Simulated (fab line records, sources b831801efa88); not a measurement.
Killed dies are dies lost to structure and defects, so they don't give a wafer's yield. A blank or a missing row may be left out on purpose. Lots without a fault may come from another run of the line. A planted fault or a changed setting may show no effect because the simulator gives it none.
Chamber matching | flow gf180mcu | GF_V3_CMP_04 on cmp-01: 4 sister chambers
The step polishes SiO2. 8 wafers are shown with their chamber, then 9 later ones without.

WAFERS WITH THEIR CHAMBER
wafer  | chamber | motor_current_A (A) | time_to_endpoint_s (s)
L934.4 | 1       | 10.3                | 92
L935.1 | 0       | 11.6                | 83
L936.3 | 2       | 13.6                | 73
L936.4 | 0       | 11.8                | 83
L936.5 | 1       | 10.2                | 85
L937.1 | 2       | 13.9                | 75
L937.2 | 3       | 11.5                | 68
L937.6 | 3       | 11.8                | 77

WAFERS WITHOUT THEIR CHAMBER
wafer  | motor_current_A (A) | time_to_endpoint_s (s)
L944.1 | 14.0                | 75
L944.2 | 10.5                | 76
L944.5 | 11.4                | 85
L946.2 | 11.6                | 79
L946.4 | 11.3                | 73
L946.5 | 12.5                | 77
L947.2 | 11.6                | 70
L947.3 | 14.4                | 70
L947.6 | 10.5                | 77

WHICH CHAMBER EACH WENT THROUGH
wafer  | from the rows above     | in truth
L944.1 | 2                       | 2
L944.2 | 1                       | 1
L944.5 | can't be placed: 0 or 3 | 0
L946.2 | can't be placed: 0 or 3 | 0
L946.4 | can't be placed: 3 or 0 | 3
L946.5 | can't be placed: 0 or 3 | 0
L947.2 | 3                       | 3
L947.3 | 2                       | 2
L947.6 | 1                       | 1
Placed correctly: 5 of 9. Can't be placed from these rows: 4 (the true chamber is among the candidates in 4). Placed wrongly: 0.
How it was worked out, from the rows above alone: a wafer's distance from a chamber is the root of the sum, over the readings, of the square of ((its reading less the chamber's mean) divided by the reading's scatter). The wafer belongs to the nearest chamber; if the next one is less than 2 further off, it can't be placed. A chamber's mean is the mean of its shown wafers. The scatter: the root of (the sum of the squares of (reading less its chamber's mean) over the shown wafers, divided by (wafers less chambers)).
